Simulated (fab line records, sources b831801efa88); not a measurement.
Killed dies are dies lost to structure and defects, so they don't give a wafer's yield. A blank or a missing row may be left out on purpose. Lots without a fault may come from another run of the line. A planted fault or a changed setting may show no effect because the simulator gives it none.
One fault seen from 2 desks | flow sfq_line | each desk has only its own numbers; what lay behind them comes last

THE METROLOGY DESK
What the gauges read, lot by lot, whatever tool the lot ran on: means of the sampled wafers that have a number. A lot is out of limits, marked OUT, if its mean lies more than 4 standard deviations from the usual mean; the brackets give that distance.
Columns: A = INCOMING_BOW at SFQ_INCOMING_BOW_MEAS_900, usual 0 um; B = L0_MONX_KI_RS at SFQ_L0_RS_MEAS_901, usual 43.6 ohm/sq; C = L0_MONX_KI_THK at SFQ_L0_THK_MEAS_902, usual 40.0 nm
lot  | first seen here | A  | B    | C
L270 | day 1 10:01     | 2  | 43.0 | 40.6
L274 | day 2 06:00     | 2  | 43.2 | 40.4
L284 | day 4 08:01     | -3 | 44.1 | 39.5
L285 | day 4 13:00     | -3 | 43.4 | 40.0
L288 | day 5 04:02     | -7 | 42.9 | 40.4
L291 | day 5 19:00     | 5  | 44.0 | 39.6
This desk's finding: nothing out of limits on any of the 6 lots.

THE TOOL OWNER'S DESK: rie_metal-04
The tool's own readings at SFQ_TRILAYER_L0_ETCH_METAL_ETCH_008 (etches MoNx KI in SF6/O2, stops on SiO2, target depth 50 nm, time 25 s): means of the sampled wafers that have a number, for each lot that ran on this tool. A lot is out of limits, marked OUT, if its mean lies more than 4 standard deviations from the usual mean; the brackets give that distance.
Columns: A = drypump_motor_current_A at SFQ_TRILAYER_L0_ETCH_METAL_ETCH_008, usual 5.7 A; B = oes_product_au at SFQ_TRILAYER_L0_ETCH_METAL_ETCH_008, usual 0.872 a.u.; C = rf_fwd_power_W at SFQ_TRILAYER_L0_ETCH_METAL_ETCH_008, usual 592.8 W
lot  | first seen here | A   | B     | C
L270 | day 4 11:34     | 5.8 | 0.882 | 592.0
L274 | day 5 22:07     | 5.8 | 0.877 | 594.5
L284 | day 7 22:11     | 5.9 | 0.865 | 528.7 (-26) OUT
L285 | day 8 04:11     | 5.9 | 0.874 | 559.8 (-13) OUT
This desk's finding: out of limits on L284, L285; first on L284, day 7 22:11 (rf_fwd_power_W at SFQ_TRILAYER_L0_ETCH_METAL_ETCH_008). In limits: L270, L274.

PUT TOGETHER
The tool owner's desk could have raised an alarm at day 7 22:11, on L284, L285.
The metrology desk saw nothing out of limits.
The metrology desk has L284, L285 on record, within its limits.
Of the lots named, all ran SFQ_TRILAYER_L0_ETCH_METAL_ETCH_008 on rie_metal-04.

WHAT THE SIMULATOR HAD PUT IN
Process parameter drift: rie_metal-04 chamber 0, from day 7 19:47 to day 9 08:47, at SFQ_TRILAYER_L0_ETCH_METAL_ETCH_008. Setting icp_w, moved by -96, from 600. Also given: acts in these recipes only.
Lots struck among those shown: L284, L285.
Hours from the fault's start to each desk's first reading out of limits: the tool owner's desk, 2.
